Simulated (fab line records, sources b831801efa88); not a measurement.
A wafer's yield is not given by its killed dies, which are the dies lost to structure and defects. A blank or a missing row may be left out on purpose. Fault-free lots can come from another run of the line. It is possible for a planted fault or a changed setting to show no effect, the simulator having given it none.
Which tool did it? :: flow gf180mcu :: 7 lots, 21 wafers sampled, at 3 steps of a route of 602

== WHAT THE GAUGES READ, wafer by wafer ==
GF_TOP_METAL_THK_MEAS_06: measures by xrf.
lot: L834
measured: day 27 15:12
on: film metro-01
TOP_METAL_ALCU_THK (nm): 898 908 894

lot: L838
measured: day 28 15:29
on: film metro-04
TOP_METAL_ALCU_THK (nm): 895 902 889

lot: L847
measured: day 31 18:09
on: film metro-04
TOP_METAL_ALCU_THK (nm): 912 912 909

lot: L850
measured: day 32 07:26
on: film metro-01
TOP_METAL_ALCU_THK (nm): 913 909 917

lot: L852
measured: day 32 17:04
on: film metro-02
TOP_METAL_ALCU_THK (nm): 897 890 883

lot: L854
measured: day 33 04:34
on: film metro-04
TOP_METAL_ALCU_THK (nm): 900 895 889

lot: L856
measured: day 33 16:22
on: film metro-04
TOP_METAL_ALCU_THK (nm): 920 916 923

== TOOL THAT RAN EACH LOT (tool first, then ch and the chambers of the sampled wafers, then the start) ==
lot: L834
GF_MVPSD_STRIP_10: plasma asher-02 ch 0,1, day 5 08:45
GF_V4_CVD_02: pecvd-03 ch 0,1,2, day 23 20:34

lot: L838
GF_MVPSD_STRIP_10: plasma asher-02 ch 0,1, day 6 04:55
GF_V4_CVD_02: pecvd-03 ch 0,2, day 25 00:55

lot: L847
GF_MVPSD_STRIP_10: plasma asher-01 ch 0,1, day 8 17:25
GF_V4_CVD_02: pecvd-02 ch 0,1, day 28 10:19

lot: L850
GF_MVPSD_STRIP_10: plasma asher-04 ch 0,1, day 9 07:11
GF_V4_CVD_02: pecvd-04 ch 0,1,2, day 29 01:10

lot: L852
GF_MVPSD_STRIP_10: plasma asher-01 ch 0,1, day 9 18:05
GF_V4_CVD_02: pecvd-02 ch 0,2, day 29 13:25

lot: L854
GF_MVPSD_STRIP_10: plasma asher-01 ch 0,1, day 10 06:53
GF_V4_CVD_02: pecvd-04 ch 0,2, day 30 01:03

lot: L856
GF_MVPSD_STRIP_10: plasma asher-01 ch 0,1, day 10 18:01
GF_V4_CVD_02: pecvd-03 ch 0,1,2, day 30 15:55
- GF_MVPSD_STRIP_10: strips in O2/N2.
- GF_V4_CVD_02: deposits SiO2 from TEOS, target thk 850 nm, time 94.851 s.

== THE ANSWER, worked out from the rows above alone ==
Rule: what is usual is taken from the lots themselves. The widest of any qualifying gaps counts: lots, ordered by their means at a reading, are off when they make up no more than a third of the lots, leave a main group of 4 or more, and stand apart from it by 3 or more times the standard deviation of that group's means. The tables above print the reading to a certain number of digits; a main group whose means all agree to those digits is not used. Also off: a lot with no number at a reading for which 4 or more lots have one. All remaining lots with rows at the step are treated as sound.
No lot is off at any reading shown: from this, nothing can be told.

== WHAT HAD BEEN PUT IN BY THE SIMULATOR ==
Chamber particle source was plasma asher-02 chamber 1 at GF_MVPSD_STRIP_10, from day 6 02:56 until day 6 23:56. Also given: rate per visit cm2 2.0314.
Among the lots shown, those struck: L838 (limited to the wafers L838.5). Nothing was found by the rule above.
